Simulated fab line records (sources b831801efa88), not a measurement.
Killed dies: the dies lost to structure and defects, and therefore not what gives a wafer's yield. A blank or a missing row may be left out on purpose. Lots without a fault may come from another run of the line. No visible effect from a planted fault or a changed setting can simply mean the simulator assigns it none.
Which of the tools did it? :: flow sky130 :: 11 lots, 33 wafers sampled, at 2 steps of a route of 708

== WHAT THE GAUGES READ, wafer by wafer ==
SKY_VIA2_RS_MEAS_22: measurement is done with a four-point probe.
lot: L525
measured: day 36 19:08
on: film_metro-01
VIA2_W_RS (ohm/sq): 0.278 0.276 0.275

lot: L528
measured: day 37 19:19
on: film_metro-01
VIA2_W_RS (ohm/sq): 0.277 0.272 0.268

lot: L530
measured: day 38 16:07
on: film_metro-01
VIA2_W_RS (ohm/sq): 0.278 0.271 0.276

lot: L531
measured: day 38 21:11
on: film_metro-01
VIA2_W_RS (ohm/sq): 0.277 0.268 0.276

lot: L533
measured: day 39 11:37
on: film_metro-01
VIA2_W_RS (ohm/sq): 0.267 0.268 0.270

lot: L534
measured: day 39 22:47
on: film_metro-02
VIA2_W_RS (ohm/sq): 0.274 0.272 0.278

lot: L536
measured: day 40 08:20
on: film_metro-02
VIA2_W_RS (ohm/sq): 0.272 0.270 0.272

lot: L537
measured: day 40 15:03
on: film_metro-01
VIA2_W_RS (ohm/sq): 0.274 0.280 0.276

lot: L544
measured: day 42 22:00
on: film_metro-01
VIA2_W_RS (ohm/sq): 0.268 0.271 0.270

lot: L545
measured: day 43 01:35
on: film_metro-03
VIA2_W_RS (ohm/sq): 0.272 0.274 0.273

lot: L546
measured: day 43 07:56
on: film_metro-02
VIA2_W_RS (ohm/sq): 0.270 0.272 0.270

SKY_VIA2_THK_MEAS_23: measures by xrf.
lot: L525
measured: day 36 19:15
on: film_metro-01
VIA2_W_THK (nm): 402 404 408

lot: L528
measured: day 37 19:25
on: film_metro-01
VIA2_W_THK (nm): 398 410 410

lot: L530
measured: day 38 16:13
on: film_metro-01
VIA2_W_THK (nm): 401 414 405

lot: L531
measured: day 38 21:18
on: film_metro-01
VIA2_W_THK (nm): 406 418 407

lot: L533
measured: day 39 11:43
on: film_metro-01
VIA2_W_THK (nm): 411 408 408

lot: L534
measured: day 39 22:54
on: film_metro-02
VIA2_W_THK (nm): 431 432 423

lot: L536
measured: day 40 08:26
on: film_metro-02
VIA2_W_THK (nm): 428 428 425

lot: L537
measured: day 40 15:09
on: film_metro-01
VIA2_W_THK (nm): 405 398 405

lot: L544
measured: day 42 22:06
on: film_metro-01
VIA2_W_THK (nm): 410 404 410

lot: L545
measured: day 43 01:42
on: film_metro-03
VIA2_W_THK (nm): 420 414 420

lot: L546
measured: day 43 08:03
on: film_metro-02
VIA2_W_THK (nm): 431 430 435

== TOOL THAT RAN EACH LOT (tool first, then ch and the chambers of the sampled wafers, then the start) ==
The record holds no process step before these readings.

== WHAT THE TOOLS THEMSELVES READ (means of the sampled wafers that have a number; where no wafer has one, the mark that the record gives instead) ==
The record holds no such reading with a usual standard deviation.

== THE ANSWER, worked out from the rows above alone ==
Rule: the lots themselves supply what counts as usual. The widest of any qualifying gaps counts: lots, ordered by their means at a reading, are off when they make up no more than a third of the lots, leave a main group of 4 or more, and stand apart from it by 3 or more times the standard deviation of that group's means. The tables above print the reading to a certain number of digits; a main group whose means all agree to those digits is not used. Also off: a lot with no number at a reading for which 4 or more lots have one. Any other lot the step has rows for is counted as sound. The gauges are gone through in route order, then the tools' own readings, and for those a lot's mean is taken as printed above. At the first step where some lot is off, the reading lying furthest off is the one used; lots without a number count as furthest.
None of the lots is off at any reading shown; this tells nothing.

== WHAT THE SIMULATOR HAD PUT IN ==
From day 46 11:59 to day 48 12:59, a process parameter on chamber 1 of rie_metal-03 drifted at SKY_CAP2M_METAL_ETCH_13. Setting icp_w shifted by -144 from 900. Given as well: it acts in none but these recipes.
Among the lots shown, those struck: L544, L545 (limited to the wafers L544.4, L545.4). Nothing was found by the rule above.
